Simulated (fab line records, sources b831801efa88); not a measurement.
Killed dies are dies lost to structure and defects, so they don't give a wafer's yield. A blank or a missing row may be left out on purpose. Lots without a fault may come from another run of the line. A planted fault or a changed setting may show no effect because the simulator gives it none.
A struck lot beside a sound one | flow sky130 | 43 steps out of a route of 708
Sound: wafers L123.2, L123.4, L123.5. Struck: wafers L126.3, L126.4, L126.5. The cause comes at the end.
At each step with rows: each side's tool, then ch and its chambers, then its first start. Under that, the readings that differ: sound wafers | struck wafers | difference of the means | sigmas: that difference in standard deviations of wafers without a fault.
alike: readings whose means differ by less than 2 such deviations, and words and numbers that are the same on both sides. not compared: withheld readings, readings that some wafer has no value for, bounds like >300 that may hide the same value, and numbers for which the record gives no deviation and whose values overlap.
The two part at a step that has a row with sigmas, a row that says differs or no value, or rows on one side only. Numbers that don't overlap but have no deviation are shown without sigmas and don't part them. A reading that every wafer of one side lacks parts them only if that side has two wafers or more.

first, 5 steps without rows for these wafers: SKY_SONOS_ONO_COAT_08 (resist thk 1140 nm); SKY_SONOS_ONO_SOFTBAKE_09 (time 60 s); SKY_SONOS_ONO_EXPOSE_10 (exposes mask ONOM, target cd 410 nm); SKY_SONOS_ONO_PEB_11; SKY_SONOS_ONO_DEVELOP_12 (develop time 60 s).
SKY_SONOS_ONO_CD_MEAS_13: target cd 410 nm.
  sound on cd_sem-02, day 16 06:39; struck on cd_sem-02, day 17 19:22
  reading    | sound             | struck            | difference | sigmas
  cd_nm (nm) | 409.7 411.3 411.1 | 405.9 405.3 405.8 | -5.0       | -2
SKY_SONOS_ONO_OVL_MEAS_14:
  sound on overlay-02, day 16 06:46; struck on overlay-01, day 17 19:28
  alike: SONOS_ONO_OVL
SKY_SONOS_ONO_ETCH_15: etches the open film in CHF3/O2, target depth 19.52 nm, time 7.8 s.
  sound on rie_diel-03 ch 1,3, day 16 06:47; struck on rie_diel-01 ch 0,2,3, day 17 19:29
  alike: drypump_motor_current_A, oes_product_au, throttle_valve_pct
  not compared: rf_hours_counter_h
then, 1 step without rows for these wafers: SKY_SONOS_ONO_WET_ETCH_16 (etches SiO2 in dHF, target depth 14 nm, time 280 s).
SKY_SONOS_ONO_STRIP_17: strips in O2/N2.
  sound on plasma_asher-02 ch 0,1, day 16 06:54; struck on plasma_asher-04 ch 0,1, day 17 19:38
  reading                      | sound             | struck            | difference | sigmas
  strip_time_to_endpoint_s (s) | 14.12 14.13 14.19 | 14.04 14.03 14.04 | -0.11      | -3
  alike: drypump_motor_current_A, oes_product_au
  not compared: rf_hours_counter_h
then, 2 steps without rows for these wafers: SKY_SONOS_ONO_WET_ETCH_18 (etches Si3N4 in H3PO4, target depth 15 nm, time 172 s); SKY_GATE_OXIDE_CLEAN_00 (cleans in SC1/SC2, time 150 s).
SKY_GATE_OXIDE_OXIDATION_01: stabilise 600 s, purge 300 s, target thk 10.268 nm.
  sound on furnace-01 ch 0, day 16 07:53; struck on furnace-02 ch 0, day 17 19:49
  alike: ox_temp_c, spike_tc_bottom_C
SKY_GATE_OXIDE_THK_MEAS_02:
  sound on film_metro-04, day 16 09:18; struck on film_metro-04, day 17 21:14
  alike: GATE_OXIDE_OXIDATION_00_THK
then, 7 steps without rows for these wafers: SKY_GATE_OXIDE_DEHYDRATE_03 (time 60 s); SKY_GATE_OXIDE_HMDS_04 (prime time 60 s); SKY_GATE_OXIDE_COAT_05 (resist thk 1140 nm); SKY_GATE_OXIDE_SOFTBAKE_06 (time 60 s); SKY_GATE_OXIDE_EXPOSE_07 (exposes mask LVOM, target cd 600 nm); SKY_GATE_OXIDE_PEB_08; SKY_GATE_OXIDE_DEVELOP_09 (develop time 60 s).
SKY_GATE_OXIDE_OVL_MEAS_10:
  sound on overlay-02, day 17 13:12; struck on overlay-01, day 19 03:49
  reading             | sound       | struck         | difference | sigmas
  GATE_OXIDE_OVL (nm) | 1.9 2.3 0.1 | -1.6 -0.8 -1.8 | -2.8       | -2
then, 2 steps without rows for these wafers: SKY_GATE_OXIDE_IMPLANT_11; SKY_GATE_OXIDE_WET_ETCH_12 (etches SiO2 in dHF, target depth 16.8 nm, time 336 s).
SKY_GATE_OXIDE_STRIP_13: strips in O2/N2.
  sound on plasma_asher-01 ch 0,1, day 17 13:29; struck on plasma_asher-03 ch 0,1, day 19 04:08
  alike: drypump_motor_current_A, oes_product_au, strip_time_to_endpoint_s
  not compared: rf_hours_counter_h
SKY_GATE_OXIDE_TW_MEAS_14:
  sound on film_metro-02, day 17 13:36; struck on film_metro-02, day 19 04:13
  alike: GATE_OXIDE_TW
then, 3 steps without rows for these wafers: SKY_GATE_OXIDE_CLEAN_15 (cleans in SC1/SC2, time 150 s); SKY_GATE_OXIDE_OXIDATION_16 (stabilise 600 s, purge 300 s, target thk 3.57 nm); SKY_POLY_GATE_CVD_00 (deposits poly-Si, target thk 180 nm, time 720 s).
SKY_POLY_GATE_THK_MEAS_01:
  sound on film_metro-02, day 17 17:41; struck on film_metro-02, day 19 08:15
  alike: POLY_GATE_CVD_00_THK
then, 8 steps without rows for these wafers: SKY_RES_PROTECT_DEHYDRATE_00 (time 60 s); SKY_RES_PROTECT_HMDS_01 (prime time 60 s); SKY_RES_PROTECT_COAT_02 (resist thk 1140 nm); SKY_RES_PROTECT_SOFTBAKE_03 (time 60 s); SKY_RES_PROTECT_EXPOSE_04 (exposes mask RPM, target cd 1270 nm); SKY_RES_PROTECT_PEB_05; SKY_RES_PROTECT_DEVELOP_06 (develop time 60 s); SKY_POLY_GATE_IMPLANT_02.
SKY_RES_PROTECT_STRIP_07: strips in O2/N2.
  sound on plasma_asher-04 ch 1, day 18 23:41; struck on plasma_asher-01 ch 0,1, day 20 15:50
  alike: drypump_motor_current_A, oes_product_au, strip_time_to_endpoint_s
  not compared: rf_hours_counter_h
SKY_RES_PROTECT_TW_MEAS_08:
  sound on film_metro-03, day 18 23:47; struck on film_metro-03, day 20 15:55
  alike: POLY_GATE_TW
then, 2 steps without rows for these wafers: SKY_RES_PROTECT_CLEAN_09 (cleans in SC1/SC2, time 150 s); SKY_POLY_GATE_CVD_03 (deposits Si3N4 from DCS/NH3, target thk 75 nm, time 1290 s).
-- the record jumps here: 29 days lie between the struck wafers' starts before and after (it left off in module POLY_GATE and takes up again in module PAD_OPEN, whose first step shown is number 708 of the route) --
SKY_PAD_OPEN_PROBE_99:
  the record has rows for the struck wafers here (prober-01, day 49 11:05) and none for the sound ones

WHERE THEY PART
First at SKY_SONOS_ONO_CD_MEAS_13; last, within this record, at SKY_PAD_OPEN_PROBE_99.

WHY: what the simulator had put in
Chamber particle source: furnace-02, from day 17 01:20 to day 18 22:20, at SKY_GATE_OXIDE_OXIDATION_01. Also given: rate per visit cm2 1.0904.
